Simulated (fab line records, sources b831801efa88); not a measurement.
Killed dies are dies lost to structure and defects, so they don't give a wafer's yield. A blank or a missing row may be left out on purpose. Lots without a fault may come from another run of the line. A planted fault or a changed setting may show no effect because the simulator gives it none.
fab line records | flow sky130
record lots=7 wafers=21 last_day=50
route steps=708 shown SONOS_ONO@176 GATE_OXIDE@187 POLY_GATE@204 PAD_OPEN@708
lots that met no fault: from a run of the same line without faults
start_h: hours from the record's first day to the start of the lot's first wafer shown | wait_h: hours since the lot's step before | " the same as in the row above | L1.1+2: a row that stands for several wafers | - no value, or no start given | * or withheld: withheld | < > ~ a bound
route shown NAME@n: a module of which the file shows steps, and the number in the route of the first | usual: mean/standard deviation of fault-free wafers | same: alike in all rows | chamber/n: place in a boat | sites: the reading at each site | _std_site: their standard deviation | _edge_site: outer sites' mean less inner sites' | radius_mm: how far each site lies from the wafer's centre | mask NAME#n: copy n | behind: the tool/chamber that last shaped the wafer | hold: why the lot was held/for how many hours/how that ended | device: the transistor (n, p or np) that didn't switch | end of line: the same wafers' tests at the end of the route | a step without rows: its recipe alone | killed: dies lost to structure and defects at the first sort, not the wafer's yield | map: a wafer's dies, x killed, . not, _ none there
set.NAME: the setting as run; set.NAME@STEP: as run at that earlier step | model.NAME: the simulator's own value behind a step, which no gauge read
lots at some steps of the route; a table a step, a row a wafer
services: from which hour (start_h, from the record's first day; less than 0 if before it) a tool's chamber was out of use, for how many hours, and why
## steps
# step SKY_SONOS_ONO_COAT_08
# recipe resist=NOVOLAK spin_rpm=3000 resist_thk_nm=1140
# step SKY_SONOS_ONO_SOFTBAKE_09
# recipe temp_c=90 time_s=60 resist=NOVOLAK
# step SKY_SONOS_ONO_EXPOSE_10
# recipe mask_id=ONOM target_cd_nm=410 na=0.6 source_shape=conventional sigma_outer=0.6 dose_mj=150
# step SKY_SONOS_ONO_PEB_11
# recipe temp_c=withheld time_s=* resist=NOVOLAK
# step SKY_SONOS_ONO_DEVELOP_12
# recipe develop_time_s=60 dev_temp_c=23
# step SKY_SONOS_ONO_CD_MEAS_13
# recipe target_cd_nm=410
# usual cd_nm=410.3/2.1
# columns lot.wafer tool chamber start_h wait_h cd_nm
L204.1 cd_sem-02 - 275.14 0.1 411.7
L204.2 " - " " 412.0
L204.3 " - " " 408.2
L206.1 cd_sem-01 - 291.79 0.1 408.1
L206.5 " - " " 409.2
L206.6 " - " " 408.1
L209.2 cd_sem-02 - 328.53 0.1 410.6
L209.5 " - " " 408.8
L209.6 " - " " 410.0
L213.2 cd_sem-02 - 354.80 0.1 411.0
L213.4 " - " " 412.3
L213.5 " - " " 409.4
L216.2 cd_sem-01 - 381.30 0.1 409.6
L216.3 " - " " 410.2
L216.5 " - " " 410.4
L223.1 cd_sem-02 - 479.23 0.1 411.4
L223.5 " - " " 409.3
L223.6 " - " " 411.6
L224.2 cd_sem-02 - 484.10 0.1 409.4
L224.4 " - " " 410.6
L224.6 " - " " 407.9
# step SKY_SONOS_ONO_OVL_MEAS_14
# usual SONOS_ONO_OVL=-0.1/1.4
# columns lot.wafer tool chamber start_h wait_h SONOS_ONO_OVL[nm]
L204.1 overlay-01 - 275.26 0.1 -1.5
L204.2 " - " " -1.0
L204.3 " - " " -1.3
L206.1 overlay-02 - 291.91 0.1 0.5
L206.5 " - " " -1.3
L206.6 " - " " -2.0
L209.2 overlay-01 - 328.64 0.1 2.5
L209.5 " - " " 2.6
L209.6 " - " " 2.4
L213.2 overlay-01 - 354.90 0.1 -0.8
L213.4 " - " " 0.4
L213.5 " - " " 1.2
L216.2 overlay-02 - 381.40 0.1 -0.2
L216.3 " - " " 0.4
L216.5 " - " " -0.1
L223.1 overlay-01 - 479.35 0.1 1.0
L223.5 " - " " 3.3
L223.6 " - " " 3.7
L224.2 overlay-01 - 484.20 0.1 -1.5
L224.4 " - " " -0.2
L224.6 " - " " -0.5
# step SKY_SONOS_ONO_ETCH_15
# recipe target_depth_nm=19.52 chemistry=CHF3/O2 source_w=600 bias_w=200 pressure_mtorr=40 chf3_flow_sccm=50 O2_flow_sccm=5 time_s=7.8
# usual chf3_flow_sccm=50.01/0.15 drypump_motor_current_A=5.5/0.37 oes_product_au=1.004/0.0078 throttle_valve_pct=8.826/0.0096
# columns lot.wafer tool chamber start_h wait_h chf3_flow_sccm drypump_motor_current_A oes_product_au rf_hours_counter_h throttle_valve_pct
L204.1 rie_diel-02 3 275.29 0.0 49.90 5.9 0.994 31 8.831
L204.2 " 1 " " 50.15 5.5 1.002 49 8.829
L204.3 " 2 " " 50.34 5.3 1.004 3 8.836
L206.1 rie_diel-03 1 291.94 0.0 49.90 5.8 1.001 7 8.839
L206.5 " 2 " " 50.08 5.4 1.019 - 8.838
L206.6 " 3 " " 49.83 4.9 1.006 - 8.821
L209.2 rie_diel-04 2 328.67 0.0 49.96 5.8 1.009 68 8.816
L209.5 " 1 " " 49.82 4.9 1.003 - 8.820
L209.6 " 2 " " 49.99 5.8 1.003 - 8.838
L213.2 rie_diel-03 0 354.93 0.0 50.07 6.0 1.007 93 8.826
L213.4 " 2 " " 49.91 5.4 1.007 5 8.820
L213.5 " 0 " " 50.20 6.0 1.002 - 8.836
L216.2 rie_diel-02 2 381.43 0.0 50.18 5.3 1.010 5 8.833
L216.3 " 1 " " 50.10 5.5 1.006 51 8.812
L216.5 " 1 " " 49.93 5.5 0.984 - 8.829
L223.1 rie_diel-03 3 479.38 0.0 49.88 4.9 0.998 8 8.839
L223.5 " 3 " " 49.95 4.9 1.014 - 8.810
L223.6 " 2 " " 49.88 5.4 1.005 - 8.837
L224.2 rie_diel-03 1 484.23 0.0 50.21 5.8 1.028 10 8.819
L224.4 " 2 " " 49.91 5.4 1.015 8 8.838
L224.6 " 2 " " 49.97 5.4 1.003 - 8.818
# step SKY_SONOS_ONO_WET_ETCH_16
# recipe chemistry=dHF target_depth_nm=14 dry=n2_spin target=SiO2 dilution=100:1 temp_c=25 time_s=280
# step SKY_SONOS_ONO_STRIP_17
# recipe chemistry=O2/N2 power_w=1400 pressure_mtorr=1500 platen_temp_c=withheld o2_flow_sccm=3000 n2_flow_sccm=300 overash_fraction=0.5
# usual drypump_motor_current_A=5.7/0.41 n2_flow_sccm=299.8/0.89 oes_product_au=0.710/0.0045 strip_time_to_endpoint_s=14.10/0.046
# columns lot.wafer tool chamber start_h wait_h drypump_motor_current_A n2_flow_sccm oes_product_au rf_hours_counter_h strip_time_to_endpoint_s
L204.1 plasma_asher-04 1 275.41 0.0 5.8 299.3 0.710 56 13.99
L204.2 " 0 " " 6.0 300.7 0.709 56 14.03
L204.3 " 0 " " 6.0 300.5 0.698 - 14.02
L206.1 plasma_asher-04 1 292.05 0.0 5.8 299.1 0.704 57 14.09
L206.5 " 0 " " 6.0 299.2 0.707 - 14.13
L206.6 " 1 " " 5.8 299.7 0.710 - 14.11
L209.2 plasma_asher-01 0 328.88 0.0 5.0 300.7 0.705 22 14.07
L209.5 " 0 " " 5.0 301.2 0.704 - 14.10
L209.6 " 1 " " 5.8 301.6 0.717 - 14.11
L213.2 plasma_asher-04 1 355.04 0.0 5.8 299.4 0.708 64 14.12
L213.4 " 0 " " 6.0 301.1 0.703 - 14.11
L213.5 " 0 " " 6.0 299.7 0.713 - 14.16
L216.2 plasma_asher-01 1 381.54 0.0 5.8 299.6 0.705 27 14.08
L216.3 " 1 " " 5.8 300.4 0.715 - 14.07
L216.5 " 0 " " 5.0 299.8 0.706 - 14.09
L223.1 plasma_asher-01 1 479.49 0.0 5.8 301.6 0.711 37 14.16
L223.5 " 1 " " 5.8 301.5 0.711 - 14.12
L223.6 " 0 " " 4.9 300.8 0.705 - 14.17
L224.2 plasma_asher-01 0 484.34 0.0 5.0 300.7 0.710 37 14.15
L224.4 " 1 " " 5.7 299.8 0.717 - 14.14
L224.6 " 0 " " 4.9 299.2 0.715 - 14.14
# step SKY_SONOS_ONO_WET_ETCH_18
# recipe chemistry=H3PO4 target_depth_nm=15 target=Si3N4 temp_c=160 time_s=172
# step SKY_GATE_OXIDE_CLEAN_00
# recipe chemistry=SC1/SC2 mix=1:4:20 temp_c=70 time_s=150 dry=n2_spin
# step SKY_GATE_OXIDE_OXIDATION_01
# recipe temp_c=900 ambient=O2 stabilise_s=600 purge_s=300 target_thk_a=102.68 ox_time_s=1473
# usual ox_temp_c=900.0/0.37
# columns lot.wafer tool chamber start_h wait_h ox_temp_c
L204.1 furnace-01 0 275.62 0.0 900.3
L204.2 " 0 " " 899.8
L204.3 " 0 " " 900.5
L206.1 furnace-01 0 292.35 0.1 899.9
L206.5 " 0 " " 900.2
L206.6 " 0 " " 899.6
L209.2 furnace-01 0 329.79 0.7 899.6
L209.5 " 0 " " 899.8
L209.6 " 0 " " 899.3
L213.2 furnace-02 0 356.63 1.3 899.1
L213.4 " 0 " " 899.7
L213.5 " 0 " " 900.0
L216.2 furnace-01 0 381.75 0.0 900.1
L216.3 " 0 " " 900.6
L216.5 " 0 " " 900.1
L216.2 furnace-01 0 383.33 0.2 900.2
L216.3 " 0 " " 900.4
L216.5 " 0 " " 900.4
L223.1 furnace-02 0 479.70 0.0 900.2
L223.5 " 0 " " 900.1
L223.6 " 0 " " 900.0
L223.1 furnace-02 0 482.01 0.9 900.0
L223.5 " 0 " " 899.5
L223.6 " 0 " " 899.5
L224.2 furnace-01 0 486.61 2.1 899.8
L224.4 " 0 " " 900.0
L224.6 " 0 " " 900.2
L224.2 furnace-01 0 488.19 0.2 899.8
L224.4 " 0 " " 899.9
L224.6 " 0 " " 900.0
# step SKY_GATE_OXIDE_THK_MEAS_02
# recipe reads=SiO2_of_GATE_OXIDE_OXIDATION_01
# usual GATE_OXIDE_OXIDATION_00_THK=10.21/0.17
# columns lot.wafer tool chamber start_h wait_h GATE_OXIDE_OXIDATION_00_THK[nm]
L204.1 film_metro-01 - 277.03 0.0 10.25
L204.2 " - " " 10.36
L204.3 " - " " 10.22
L206.1 film_metro-01 - 293.76 0.0 10.23
L206.5 " - " " 9.94
L206.6 " - " " 10.06
L209.2 film_metro-04 - 331.21 0.0 10.35
L209.5 " - " " 10.22
L209.6 " - " " 10.19
L213.2 film_metro-01 - 358.05 0.0 10.27
L213.4 " - " " 10.29
L213.5 " - " " 10.46
L216.2 film_metro-03 - 384.75 0.0 17.10
L216.3 " - " " 16.81
L216.5 " - " " 16.84
L223.1 film_metro-01 - 483.42 0.0 17.10
L223.5 " - " " 16.98
L223.6 " - " " 16.70
L224.2 film_metro-01 - 489.61 0.0 16.89
L224.4 " - " " 16.99
L224.6 " - " " 16.97
# step SKY_GATE_OXIDE_DEHYDRATE_03
# recipe temp_c=200 time_s=60
# step SKY_GATE_OXIDE_HMDS_04
# recipe prime_time_s=60 prime_temp_c=120
# step SKY_GATE_OXIDE_COAT_05
# recipe resist=NOVOLAK spin_rpm=3000 resist_thk_nm=1140
# step SKY_GATE_OXIDE_SOFTBAKE_06
# recipe temp_c=90 time_s=60 resist=NOVOLAK
# step SKY_GATE_OXIDE_EXPOSE_07
# recipe mask_id=LVOM na=0.6 source_shape=conventional sigma_outer=0.6 polarization=unpolarized target_cd_nm=600 dose_mj=170
# step SKY_GATE_OXIDE_PEB_08
# recipe temp_c=withheld time_s=* resist=NOVOLAK
# step SKY_GATE_OXIDE_DEVELOP_09
# recipe resist=NOVOLAK developer=TMAH develop_time_s=60 dev_temp_c=23
# step SKY_GATE_OXIDE_OVL_MEAS_10
# usual GATE_OXIDE_OVL=0.2/1.6
# columns lot.wafer tool chamber start_h wait_h GATE_OXIDE_OVL[nm]
L204.1 overlay-01 - 302.66 0.1 3.5
L204.2 " - " " 2.3
L204.3 " - " " 3.5
L206.1 overlay-02 - 319.09 0.1 0.9
L206.5 " - " " -0.2
L206.6 " - " " -0.3
L209.2 overlay-01 - 357.92 0.1 1.2
L209.5 " - " " 1.5
L209.6 " - " " 2.7
L213.2 overlay-01 - 386.19 0.1 -0.2
L213.4 " - " " -1.4
L213.5 " - " " -1.6
L216.2 overlay-02 - 412.37 0.1 -2.3
L216.3 " - " " 2.3
L216.5 " - " " -0.1
L223.1 overlay-02 - 511.81 0.1 0.7
L223.5 " - " " 1.6
L223.6 " - " " 1.0
L224.2 overlay-02 - 518.57 0.1 0.6
L224.4 " - " " 0.6
L224.6 " - " " 0.9
# step SKY_GATE_OXIDE_IMPLANT_11
# recipe species=B energy_kev=10 dose_cm2=2.6e+12 tilt_deg=withheld
# step SKY_GATE_OXIDE_WET_ETCH_12
# recipe chemistry=dHF target_depth_nm=16.8 dry=n2_spin target=SiO2 dilution=100:1 temp_c=25 time_s=336
# step SKY_GATE_OXIDE_STRIP_13
# recipe chemistry=O2/N2 power_w=1400 pressure_mtorr=1500 platen_temp_c=withheld o2_flow_sccm=3000 n2_flow_sccm=300 overash_fraction=0.5
# usual drypump_motor_current_A=5.7/0.39 n2_flow_sccm=300.0/0.83 oes_product_au=0.715/0.0047 strip_time_to_endpoint_s=14.20/0.04
# columns lot.wafer tool chamber start_h wait_h drypump_motor_current_A n2_flow_sccm oes_product_au rf_hours_counter_h strip_time_to_endpoint_s
L204.1 plasma_asher-03 0 302.96 0.0 5.1 298.8 0.712 62 14.21
L204.2 " 1 " " 5.7 299.8 0.720 62 14.19
L204.3 " 0 " " 5.1 298.7 0.713 - 14.19
L206.1 plasma_asher-03 0 319.48 0.0 5.0 299.8 0.706 63 14.25
L206.5 " 1 " " 5.7 300.0 0.712 - 14.23
L206.6 " 0 " " 5.0 301.5 0.715 - 14.28
L209.2 plasma_asher-02 1 358.30 0.0 5.7 301.6 0.711 56 14.29
L209.5 " 1 " " 5.6 300.5 0.714 - 14.24
L209.6 " 0 " " 6.3 300.5 0.708 - 14.24
L213.2 plasma_asher-04 1 386.60 0.0 5.8 300.8 0.715 67 14.21
L213.4 " 1 " " 5.8 301.3 0.713 - 14.20
L213.5 " 1 " " 5.8 299.8 0.714 - 14.21
L216.2 plasma_asher-02 0 412.65 0.0 6.3 298.8 0.713 61 14.21
L216.3 " 1 " " 5.7 301.6 0.707 - 14.19
L216.5 " 1 " " 5.7 300.1 0.716 - 14.21
L223.1 plasma_asher-03 1 512.11 0.0 5.7 299.3 0.718 8 14.23
L223.5 " 1 " " 5.7 298.8 0.718 - 14.25
L223.6 " 0 " " 5.1 300.7 0.714 - 14.26
L224.2 plasma_asher-03 0 518.85 0.0 5.1 299.7 0.713 8 14.29
L224.4 " 0 " " 5.0 300.5 0.703 - 14.27
L224.6 " 1 " " 5.7 298.8 0.719 - 14.25
# step SKY_GATE_OXIDE_TW_MEAS_14
# usual GATE_OXIDE_TW=221.9/2.3
# columns lot.wafer tool chamber start_h wait_h GATE_OXIDE_TW
L204.1 film_metro-03 - 303.06 0.1 222.4
L204.2 " - " " 223.5
L204.3 " - " " 221.9
L206.1 film_metro-03 - 319.58 0.1 220.9
L206.5 " - " " 222.2
L206.6 " - " " 222.0
L209.2 film_metro-03 - 358.41 0.1 223.6
L209.5 " - " " 222.9
L209.6 " - " " 223.0
L213.2 film_metro-01 - 386.71 0.1 219.7
L213.4 " - " " 220.9
L213.5 " - " " 219.5
L216.2 film_metro-03 - 412.76 0.1 223.0
L216.3 " - " " 224.3
L216.5 " - " " 224.3
L223.1 film_metro-03 - 512.21 0.1 222.5
L223.5 " - " " 222.3
L223.6 " - " " 222.8
L224.2 film_metro-03 - 518.96 0.1 221.7
L224.4 " - " " 222.5
L224.6 " - " " 222.3
# step SKY_GATE_OXIDE_CLEAN_15
# recipe chemistry=SC1/SC2 mix=1:4:20 temp_c=70 time_s=150 dry=n2_spin
# columns lot.wafer tool chamber start_h wait_h model.SiO2_of_GATE_OXIDE_OXIDATION_01.thk_nm
L204.1 wet_bench-02 2 303.12 0.1 9.906
L204.2 " 2 " " 10.04
L204.3 " 2 " " 9.884
L206.1 wet_bench-02 1 319.64 0.1 9.885
L206.5 " 1 " " 9.561
L206.6 " 1 " " 9.698
L209.2 wet_bench-01 1 358.46 0.0 9.952
L209.5 " 1 " " 9.859
L209.6 " 1 " " 9.832
L213.2 wet_bench-01 0 386.79 0.1 9.938
L213.4 " 0 " " 9.946
L213.5 " 0 " " 10.13
L216.2 wet_bench-03 3 412.81 0.0 16.74
L216.3 " 3 " " 16.47
L216.5 " 3 " " 16.5
L223.1 wet_bench-02 0 512.27 0.1 16.71
L223.5 " 0 " " 16.63
L223.6 " 0 " " 16.35
L224.2 wet_bench-01 1 519.01 0.0 16.55
L224.4 " 1 " " 16.64
L224.6 " 1 " " 16.63
# step SKY_GATE_OXIDE_OXIDATION_16
# recipe temp_c=800 ambient=O2 idle_temp_c=700 ramp_up_c_per_min=10 ramp_down_c_per_min=3 stabilise_s=600 purge_s=300 target_thk_a=35.7 ox_time_s=1915
# usual ox_temp_c=799.9/0.32
# columns lot.wafer tool chamber start_h wait_h ox_temp_c model.SiO2_of_GATE_OXIDE_OXIDATION_01.thk_nm
L204.1 furnace-01 0 303.21 0.0 800.3 11.57
L204.2 " 0 " " 799.8 11.7
L204.3 " 0 " " 800.0 11.56
L206.1 furnace-02 0 320.19 0.5 799.8 11.58
L206.5 " 0 " " 799.8 11.21
L206.6 " 0 " " 799.7 11.38
L209.2 furnace-02 0 359.29 0.8 800.1 11.66
L209.5 " 0 " " 800.1 11.59
L209.6 " 0 " " 800.3 11.57
L213.2 furnace-01 0 386.84 0.0 799.8 11.62
L213.4 " 0 " " 799.6 11.64
L213.5 " 0 " " 800.2 11.83
L216.2 furnace-01 0 413.19 0.3 800.4 18.04
L216.3 " 0 " " 799.5 17.79
L216.5 " 0 " " 800.4 17.8
L223.1 furnace-02 0 512.32 0.0 800.3 17.97
L223.5 " 0 " " 799.8 17.9
L223.6 " 0 " " 800.1 17.61
L224.2 furnace-02 0 519.06 0.0 800.2 17.82
L224.4 " 0 " " 800.0 17.87
L224.6 " 0 " " 800.0 17.88
# step SKY_POLY_GATE_CVD_00
# recipe material=poly-Si target_thk_nm=180 temp_c=620 time_s=720 pressure_mtorr=200
# step SKY_PAD_OPEN_PROBE_99
# usual killed_at_M0_to_M3=43/7.3 killed_at_M4_up=3.0/2 killed_at_contacts=24/5.2 killed_at_front_end=15/4.4 killed_at_other=0.2/0.48 killed_dies=86/9.1 killed_open=47/7.3 killed_short=38/6.4
# same gross_dies=492 killed_at_back_side=0
# columns lot.wafer tool chamber start_h wait_h killed_at_M0_to_M3 killed_at_M4_up killed_at_contacts killed_at_front_end killed_at_other killed_dies killed_open killed_short model.etest.nfet_16v.r_on_ohm_um model.etest.tip_sonos.rs_ohm_sq model.etest.pfet_16v.r_on_ohm_um model.etest.pfet_g5v0d10v5.r_on_ohm_um model.etest.nfet_g5v0d10v5.r_on_ohm_um model.etest.tip_p.rs_ohm_sq model.etest.pfet_01v8.r_on_ohm_um model.etest.nfet_g5v0d10v5.drive_ua_um
L204.1 prober-01 - 1068.59 0.1 46 1 25 15 0 87 52 35 1.429e+04 2687 1.494e+04 4732 1898 6909 2907 612.5
L204.2 prober-01 - 1068.64 0.1 41 3 27 8 1 80 52 28 1.44e+04 2711 1.559e+04 4762 1900 6910 2923 600.9
L204.3 prober-01 - 1068.69 0.2 44 5 24 10 0 83 41 42 1.434e+04 2680 1.501e+04 4757 1894 6866 2880 610.8
L206.1 prober-01 - 1083.84 0.1 35 3 21 15 0 74 44 30 1.408e+04 2570 1.556e+04 4790 1873 6851 2904 606.3
L206.5 prober-01 - 1084.04 0.2 55 1 25 13 0 94 51 43 1.363e+04 2506 1.487e+04 4657 1840 6891 2883 623.9
L206.6 prober-01 - 1084.09 0.2 47 5 32 10 0 94 40 54 1.391e+04 2537 1.509e+04 4736 1843 6915 2920 618.9
L209.2 prober-02 - 1108.91 0.1 46 2 26 13 0 87 50 36 1.42e+04 2693 1.513e+04 4632 1864 6899 2825 609.5
L209.5 prober-02 - 1109.06 0.2 35 2 19 13 0 69 43 26 1.412e+04 2677 1.49e+04 4680 1887 6911 2842 606.4
L209.6 prober-02 - 1109.11 0.2 36 4 23 7 0 70 34 36 1.412e+04 2635 1.521e+04 4686 1879 6868 2859 605.7
L213.2 prober-02 - 1135.27 0.1 46 2 22 10 1 81 41 39 1.414e+04 2670 1.52e+04 4792 1894 6730 2872 600.6
L213.4 prober-02 - 1135.37 0.2 48 7 29 12 0 96 52 44 1.414e+04 2700 1.511e+04 4739 1894 6757 2913 599.3
L213.5 prober-02 - 1135.42 0.2 47 4 23 12 0 86 54 31 1.42e+04 2717 1.53e+04 4774 1908 6744 2901 588.3
L216.2 prober-01 - 1149.57 0.1 45 1 21 16 0 83 49 34 1.746e+04 5666 1.728e+04 6366 2482 7255 3139 388.8
L216.3 prober-01 - 1149.62 0.2 47 3 25 12 1 88 56 32 1.734e+04 5477 1.705e+04 6227 2418 7243 3024 396.1
L216.5 prober-01 - 1149.72 0.2 50 1 18 19 0 88 48 40 1.734e+04 5488 1.72e+04 6308 2433 7248 3062 398.4
L223.1 prober-01 - 1205.31 0.1 48 14 20 16 0 98 49 49 1.75e+04 5478 1.752e+04 6266 2464 7260 3077 388.4
L223.5 prober-01 - 1205.51 0.2 40 1 21 11 0 73 40 32 1.758e+04 5316 1.783e+04 6450 2513 7210 3212 387.5
L223.6 prober-01 - 1205.56 0.2 41 3 20 20 0 84 51 33 1.745e+04 5164 1.8e+04 6268 2449 7217 3147 392.9
L224.2 prober-01 - 1207.73 0.1 54 0 22 10 1 87 46 41 1.764e+04 5460 1.672e+04 6139 2459 7349 3156 387.1
L224.4 prober-01 - 1207.83 0.2 36 3 18 16 0 73 32 41 1.777e+04 5523 1.708e+04 6218 2472 7316 3145 390.5
L224.6 prober-01 - 1207.93 0.2 47 7 23 14 0 91 49 42 1.772e+04 5534 1.691e+04 6167 2437 7296 3116 389.9
# killed by level:class
L204.1 CONTACT:geometric_particle:open=11 VIA3:geometric_particle:open=8 METAL1:geometric_particle:short=8 VIA1:geometric_particle:open=8 POLY_GATE:geometric_particle:short=6 LI_CONTACT:geometric_particle:open=5 VIA2:geometric_particle:open=5 FIELD_ISO:geometric_particle:open=4
L204.2 CONTACT:geometric_particle:open=13 LI_CONTACT:geometric_particle:open=9 VIA1:geometric_particle:open=9 METAL1:geometric_particle:short=7 VIA2:geometric_particle:open=7 VIA3:geometric_particle:open=7 METAL2:geometric_particle:short=5 POLY_GATE:geometric_particle:short=3
L204.3 CONTACT:geometric_particle:open=10 METAL1:geometric_particle:short=7 VIA1:geometric_particle:open=6 METAL2:geometric_particle:short=6 VIA3:geometric_particle:open=6 VIA2:geometric_particle:short=5 LOCAL_INTERCONNECT:geometric_particle:short=5 VIA1:geometric_particle:short=5
L206.1 VIA1:geometric_particle:open=13 CONTACT:geometric_particle:open=11 POLY_GATE:geometric_particle:short=6 METAL1:geometric_particle:short=4 POLY_GATE:geometric_particle:open=3 LI_CONTACT:geometric_particle:open=3 VIA1:geometric_particle:short=3 VIA2:geometric_particle:open=3
L206.5 VIA1:geometric_particle:open=15 VIA1:geometric_particle:short=8 LI_CONTACT:geometric_particle:open=7 VIA3:geometric_particle:open=6 CONTACT:geometric_particle:open=6 CONTACT:geometric_particle:short=6 METAL1:geometric_particle:short=6 VIA2:geometric_particle:open=5
L206.6 METAL2:geometric_particle:short=9 LOCAL_INTERCONNECT:geometric_particle:short=9 CONTACT:geometric_particle:open=8 VIA3:geometric_particle:open=8 LI_CONTACT:geometric_particle:open=7 VIA1:geometric_particle:open=7 VIA1:geometric_particle:short=6 VIA2:geometric_particle:open=4
L209.2 CONTACT:geometric_particle:open=10 VIA1:geometric_particle:open=8 LI_CONTACT:geometric_particle:open=7 VIA2:geometric_particle:open=7 FIELD_ISO:geometric_particle:open=6 VIA1:geometric_particle:short=6 VIA3:geometric_particle:open=6 CONTACT:geometric_particle:short=5
L209.5 VIA2:geometric_particle:open=10 LI_CONTACT:geometric_particle:open=7 CONTACT:geometric_particle:open=6 METAL2:geometric_particle:short=5 VIA3:geometric_particle:open=5 FIELD_ISO:geometric_particle:open=4 FIELD_ISO:geometric_particle:short=4 METAL1:geometric_particle:short=4
L209.6 VIA1:geometric_particle:open=8 CONTACT:geometric_particle:open=7 CONTACT:geometric_particle:short=7 VIA2:geometric_particle:open=6 LOCAL_INTERCONNECT:geometric_particle:short=4 VIA2:geometric_particle:short=4 FIELD_ISO:geometric_particle:open=3 LI_CONTACT:geometric_particle:open=3
L213.2 VIA1:geometric_particle:open=11 LI_CONTACT:geometric_particle:open=9 VIA2:geometric_particle:open=8 CONTACT:geometric_particle:open=6 METAL1:geometric_particle:short=6 VIA1:geometric_particle:short=5 VIA2:geometric_particle:short=5 VIA3:geometric_particle:open=5
L213.4 VIA1:geometric_particle:open=14 VIA2:geometric_particle:open=9 LI_CONTACT:geometric_particle:open=9 CONTACT:geometric_particle:open=8 VIA1:geometric_particle:short=8 CONTACT:geometric_particle:short=6 POLY_GATE:geometric_particle:short=5 METAL2:geometric_particle:short=4
L213.5 CONTACT:geometric_particle:open=12 VIA3:geometric_particle:open=10 VIA1:geometric_particle:open=9 VIA1:geometric_particle:short=7 VIA2:geometric_particle:open=6 METAL2:geometric_particle:short=5 LI_CONTACT:geometric_particle:open=4 FIELD_ISO:geometric_particle:open=3
L216.2 VIA1:geometric_particle:open=14 CONTACT:geometric_particle:open=8 VIA3:geometric_particle:open=6 VIA2:geometric_particle:open=6 CONTACT:geometric_particle:short=5 FIELD_ISO:geometric_particle:short=4 FIELD_ISO:geometric_particle:open=4 METAL1:geometric_particle:short=4
L216.3 VIA1:geometric_particle:open=15 CONTACT:geometric_particle:open=10 VIA3:geometric_particle:open=9 VIA2:geometric_particle:open=5 LI_CONTACT:geometric_particle:open=5 VIA1:geometric_particle:short=5 CONTACT:geometric_particle:short=5 METAL1:geometric_particle:short=4
L216.5 VIA1:geometric_particle:open=11 CONTACT:geometric_particle:open=9 VIA2:geometric_particle:open=8 VIA3:geometric_particle:open=7 VIA2:geometric_particle:short=6 FIELD_ISO:geometric_particle:open=5 METAL3:geometric_particle:short=5 POLY_GATE:geometric_particle:short=4
L223.1 VIA1:geometric_particle:open=8 METAL2:geometric_particle:short=8 VIA2:geometric_particle:open=8 LI_CONTACT:geometric_particle:open=7 METAL4:geometric_particle:short=7 POLY_GATE:geometric_particle:open=6 CONTACT:geometric_particle:short=6 VIA3:geometric_particle:open=5
L223.5 VIA1:geometric_particle:open=12 LI_CONTACT:geometric_particle:open=10 METAL2:geometric_particle:short=6 CONTACT:geometric_particle:open=5 METAL1:geometric_particle:short=5 VIA2:geometric_particle:open=5 VIA2:geometric_particle:short=4 VIA3:geometric_particle:open=4
L223.6 VIA3:geometric_particle:open=9 VIA1:geometric_particle:open=9 FIELD_ISO:geometric_particle:open=8 CONTACT:geometric_particle:open=7 CONTACT:geometric_particle:short=6 METAL1:geometric_particle:short=6 VIA2:geometric_particle:open=6 POLY_GATE:geometric_particle:short=5
L224.2 VIA3:geometric_particle:open=9 VIA1:geometric_particle:open=9 CONTACT:geometric_particle:open=7 METAL2:geometric_particle:short=7 LI_CONTACT:geometric_particle:open=6 VIA1:geometric_particle:short=6 VIA2:geometric_particle:short=5 VIA2:geometric_particle:open=4
L224.4 VIA2:geometric_particle:open=6 LI_CONTACT:geometric_particle:open=5 VIA1:geometric_particle:open=5 VIA3:geometric_particle:open=5 FIELD_ISO:geometric_particle:short=4 POLY_GATE:geometric_particle:short=4 LI_CONTACT:geometric_particle:short=4 CONTACT:geometric_particle:open=4
L224.6 CONTACT:geometric_particle:open=9 VIA1:geometric_particle:open=8 VIA3:geometric_particle:open=8 VIA1:geometric_particle:short=7 FIELD_ISO:geometric_particle:short=6 VIA2:geometric_particle:open=6 LI_CONTACT:geometric_particle:open=5 METAL4:geometric_particle:short=5
## services
# columns tool chamber start_h hours kind
rie_diel-03 3 252.25 5.5 repair
plasma_asher-04 - 257.61 9.2 repair
rie_diel-04 1 266.52 13.4 repair
rie_diel-04 2 270.31 5.6 repair
rie_diel-04 0 294.83 8.1 repair
rie_diel-04 3 298.81 8.7 repair
rie_diel-03 1 338.28 1.8 repair
furnace-01 - 356.16 2.9 pm
rie_diel-03 0 359.51 5.6 repair
wet_bench-01 - 370.16 4.2 repair
wet_bench-02 - 379.58 34.5 pm
rie_diel-02 - 396.62 0.3 repair
furnace-01 - 398.54 3.9 pm
rie_diel-03 2 401.61 14.4 repair
plasma_asher-03 - 421.25 9.0 pm
rie_diel-03 0 435.89 4.0 repair
furnace-02 - 446.17 12.9 pm
furnace-02 - 459.11 3.1 pm
rie_diel-02 2 474.31 1.6 repair
furnace-02 - 484.46 3.5 pm
rie_diel-03 - 487.09 4.0 pm
rie_diel-02 1 497.70 30.6 repair
wet_bench-01 - 500.16 1.3 repair
rie_diel-03 1 502.74 7.2 repair
## key
first_sign step=SKY_GATE_OXIDE_OXIDATION_01 reading=visit direction=added
effect step=SKY_GATE_OXIDE_THK_MEAS_02 reading=GATE_OXIDE_OXIDATION_00_THK direction=up sigmas=39 usual=10.21 struck=16.93
model_effect step=SKY_GATE_OXIDE_CLEAN_15 value=SiO2_of_GATE_OXIDE_OXIDATION_01.thk_nm without=9.972 struck=16.58
model_effect step=SKY_GATE_OXIDE_OXIDATION_16 value=SiO2_of_GATE_OXIDE_OXIDATION_01.thk_nm without=11.64 struck=17.85
model_effect step=SKY_PAD_OPEN_PROBE_99 value=etest.nfet_16v.r_on_ohm_um without=1.408e+04 struck=1.753e+04
met_at SKY_GATE_OXIDE_OXIDATION_01
struck_wafers L216.2,L216.3,L216.5,L223.1,L223.5,L223.6,L224.2,L224.4,L224.6
tester_left_out L216,L223,L224
fault kind=repeated_step_whole tool=furnace-01,furnace-02 chamber=- onset_h=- steps=SKY_GATE_OXIDE_OXIDATION_01 times=1 scope=struck_lots_only
# tester_left_out: of these lots the tester's yield and bins aren't shown, on N5 and GAA mostly nor the transistor test; their killed dies are dies lost to structure and defects alone, not to doping, threshold or leakage, so they don't give the yield
